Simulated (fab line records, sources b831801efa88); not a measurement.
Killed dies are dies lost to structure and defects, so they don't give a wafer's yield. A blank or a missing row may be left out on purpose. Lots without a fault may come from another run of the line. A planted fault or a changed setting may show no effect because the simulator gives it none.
Problem report in the 8D (eight disciplines) form, filled by code | flow gf180mcu | the parts of the form that need people (team, actions taken, sign-off) are left out

1. THE PROBLEM
MVSD_TW at GF_MVSD_TW_MEAS_11 reads a mean of 1188 on 6 wafers of 2 lots; wafers without a fault read 1572 with a standard deviation of 18. That is -21 standard deviations from the usual mean.
First seen on wafer L313.2, day 7 08:47, on film_metro-04. The record holds 39 wafers of 13 lots with a number at this step. Rule for "out", or "out of limits": more than 4 standard deviations from the usual mean. The other wafers with a number count as sound.

2. WHAT IT IS AND WHAT IT IS NOT
question                    | is                           | is not
which readings at this step | MVSD_TW                      | -
which lots                  | L313, L315                   | L301, L302, L303, L304, L306, L314, L317, L318, L322, L323, L324
which wafers of those lots  | all that have a number       | -
read on which gauges        | film_metro-03, film_metro-04 | film_metro-02
when                        | from day 7 08:47             | up to then (15 sound wafers); but 18 sound wafers of L314, L317, L318, L322, L323, L324 came after

3. SUSPECTS, AND WHAT RULES EACH OUT
Counting: a tool at a process step up to the reading stays a suspect if it ran every lot that is out and no sound lot after the first of them.
- the gauge at GF_MVSD_TW_MEAS_11: ruled out. The wafers that are out were read on 2 gauges (film_metro-03, film_metro-04).
- implanter-02 at GF_MVSD_IMPLANT_08: kept. It ran every lot that is out, first L313 (day 7 08:24), and no sound lot after that; its last sound lot up to then is L306 (day 5 20:43). Its own readings are out on those wafers: dose_ions_cm2, faraday_current_uA.
Left after counting: implanter-02 at GF_MVSD_IMPLANT_08.

4. THE CAUSE (what the simulator had put in)
Process parameter drift: implanter-02, from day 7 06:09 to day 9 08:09, at GF_MVSD_IMPLANT_08. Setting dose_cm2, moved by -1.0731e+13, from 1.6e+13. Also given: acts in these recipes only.
Counting left only this tool.

5. THE CHAIN OF EFFECTS, in route order
Each row: a reading whose mean over the struck wafers that have a number lies more than 3 standard deviations from the usual. Only readings for which the record gives a usual standard deviation are gone through. hours: the time from each lot's start at the first step in this table that gives one to its start at this step, as a median over the lots. sigmas: the change in usual standard deviations.
hours | step                     | reading            | usual        | on struck wafers | change   | sigmas
0     | GF_MVSD_IMPLANT_08       | dose_ions_cm2      | 1.6e+13      | 5.3e+12          | -1.1e+13 | -99 or more
0     | GF_MVSD_IMPLANT_08       | faraday_current_uA | 90.1         | 29.8             | -60.3    | -36
0     | GF_MVSD_TW_MEAS_11       | MVSD_TW            | 1572         | 1188             | -384     | -21
88    | GF_VT_IMPLANT_RS_MEAS_46 | MVSD_RS            | 456.3 ohm/sq | 780.1            | +323.8   | +99 or more
The process steps in it:
- GF_MVSD_IMPLANT_08
Later measuring or inspecting steps at which every struck wafer that the step has a row for has a number for every such reading, and none has moved that far: GF_CONTACT_CD_MEAS_14.

6. WHAT WOULD HAVE CAUGHT IT SOONER
In this record the first reading out of limits at a measuring or inspecting step was taken at day 7 08:47, 3 hours after the fault began at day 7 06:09.
The tool's own readings at GF_MVSD_IMPLANT_08 were out on every struck wafer that the step has a row for (dose_ions_cm2, faraday_current_uA): an alarm limit on them would have fired on the first of those.
Of the lots that are out (2), L315 began GF_MVSD_IMPLANT_08 on implanter-02 after day 7 08:47. A hold on the tool at that time would have spared it.
